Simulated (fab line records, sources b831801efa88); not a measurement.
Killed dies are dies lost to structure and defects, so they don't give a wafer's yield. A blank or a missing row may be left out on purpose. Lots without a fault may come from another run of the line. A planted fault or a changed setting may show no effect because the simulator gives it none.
Tool commonality check | flow gf180mcu | 13 lots, 39 wafers sampled

WHY IT WAS OPENED
At GF_DNWELL_TW_MEAS_09 the reading DNWELL_TW is flagged on 2 of 13 lots. Wafers without a fault read 1350, standard deviation 13.
Rule: a lot is flagged when every wafer of it that has a number lies more than 4 standard deviations from that mean, or none has a number. The other lots count as sound.

lot  | measured    | on            | DNWELL_TW, wafer by wafer | flag
L704 | day 3 13:11 | film_metro-03 | 1335 1340 1344            |
L706 | day 3 21:22 | film_metro-03 | 1341 1341 1345            |
L707 | day 3 21:41 | film_metro-03 | 1342 1336 1342            |
L712 | day 4 17:20 | film_metro-02 | 1120 1116 1118            | FLAGGED
L713 | day 4 21:26 | film_metro-02 | 1126 1123 1128            | FLAGGED
L718 | day 5 21:38 | film_metro-02 | 1367 1366 1368            |
L719 | day 6 02:10 | film_metro-02 | 1371 1371 1368            |
L720 | day 6 08:09 | film_metro-04 | 1348 1346 1349            |
L721 | day 6 12:07 | film_metro-04 | 1358 1356 1355            |
L723 | day 6 22:23 | film_metro-04 | 1360 1355 1356            |
L725 | day 7 09:54 | film_metro-02 | 1353 1339 1345            |
L726 | day 7 13:57 | film_metro-03 | 1330 1330 1324            |
L727 | day 7 19:34 | film_metro-04 | 1331 1343 1336            |
The numbers of the flagged lots are 1122 on average: -228 against the usual, or -18 standard deviations.

WHICH TOOL RAN EACH LOT
The record holds 1 process step before the reading, out of a route of 602 steps. In each cell: the tool, then ch and the chambers that the sampled wafers went through, then the start.
lot  | flag    | GF_DNWELL_IMPLANT_07
L704 |         | implanter-02 ch 0, day 3 12:56
L706 |         | implanter-01 ch 0, day 3 21:08
L707 |         | implanter-04 ch 0, day 3 21:26
L712 | FLAGGED | implanter-04 ch 0, day 4 17:05
L713 | FLAGGED | implanter-04 ch 0, day 4 21:11
L718 |         | implanter-01 ch 0, day 5 21:23
L719 |         | implanter-01 ch 0, day 6 01:56
L720 |         | implanter-02 ch 0, day 6 07:55
L721 |         | implanter-02 ch 0, day 6 11:53
L723 |         | implanter-02 ch 0, day 6 22:08
L725 |         | implanter-01 ch 0, day 7 09:40
L726 |         | implanter-02 ch 0, day 7 13:43
L727 |         | implanter-01 ch 0, day 7 19:22
What these steps do:
- GF_DNWELL_IMPLANT_07
- GF_DNWELL_TW_MEAS_09

FLAGGED OVER TOTAL, TOOL BY TOOL (the gauges that took the reading come last)
step                 | tool          | lots run | flagged | share of the flagged lots | sound lots run after its first flagged lot
GF_DNWELL_IMPLANT_07 | implanter-01  | 5        | 0       | none                      | -
GF_DNWELL_IMPLANT_07 | implanter-02  | 5        | 0       | none                      | -
GF_DNWELL_IMPLANT_07 | implanter-04  | 3        | 2       | all                       | 0
GF_DNWELL_TW_MEAS_09 | film_metro-02 | 5        | 2       | all                       | 3 (L718,L719,L725)
GF_DNWELL_TW_MEAS_09 | film_metro-03 | 4        | 0       | none                      | -
GF_DNWELL_TW_MEAS_09 | film_metro-04 | 4        | 0       | none                      | -

WHAT THE TABLE ALLOWS
2 rows of the table ran every flagged lot: implanter-04 at GF_DNWELL_IMPLANT_07, film_metro-02 at GF_DNWELL_TW_MEAS_09.
- implanter-04 at GF_DNWELL_IMPLANT_07: 2 of its 3 lots flagged. Its last sound lot is L707 (day 3 21:26), its first flagged lot L712 (day 4 17:05): a fault that began between those two fits. Its own readings lie more than 4 standard deviations out on every wafer of the flagged lots: dose_ions_cm2, faraday_current_uA.
- film_metro-02 at GF_DNWELL_TW_MEAS_09: 2 of its 5 lots flagged. Sound lots ran on it after the first flagged one (L718, L719, L725), which a lasting fault on the whole tool wouldn't allow.
One tool is left: implanter-04 at GF_DNWELL_IMPLANT_07.

WHAT THE SIMULATOR HAD PUT IN
Process parameter drift: implanter-04, from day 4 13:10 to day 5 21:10, at GF_DNWELL_IMPLANT_07. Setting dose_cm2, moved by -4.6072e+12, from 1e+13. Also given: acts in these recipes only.
Lots struck among those shown: L712, L713. The rule above found the same.
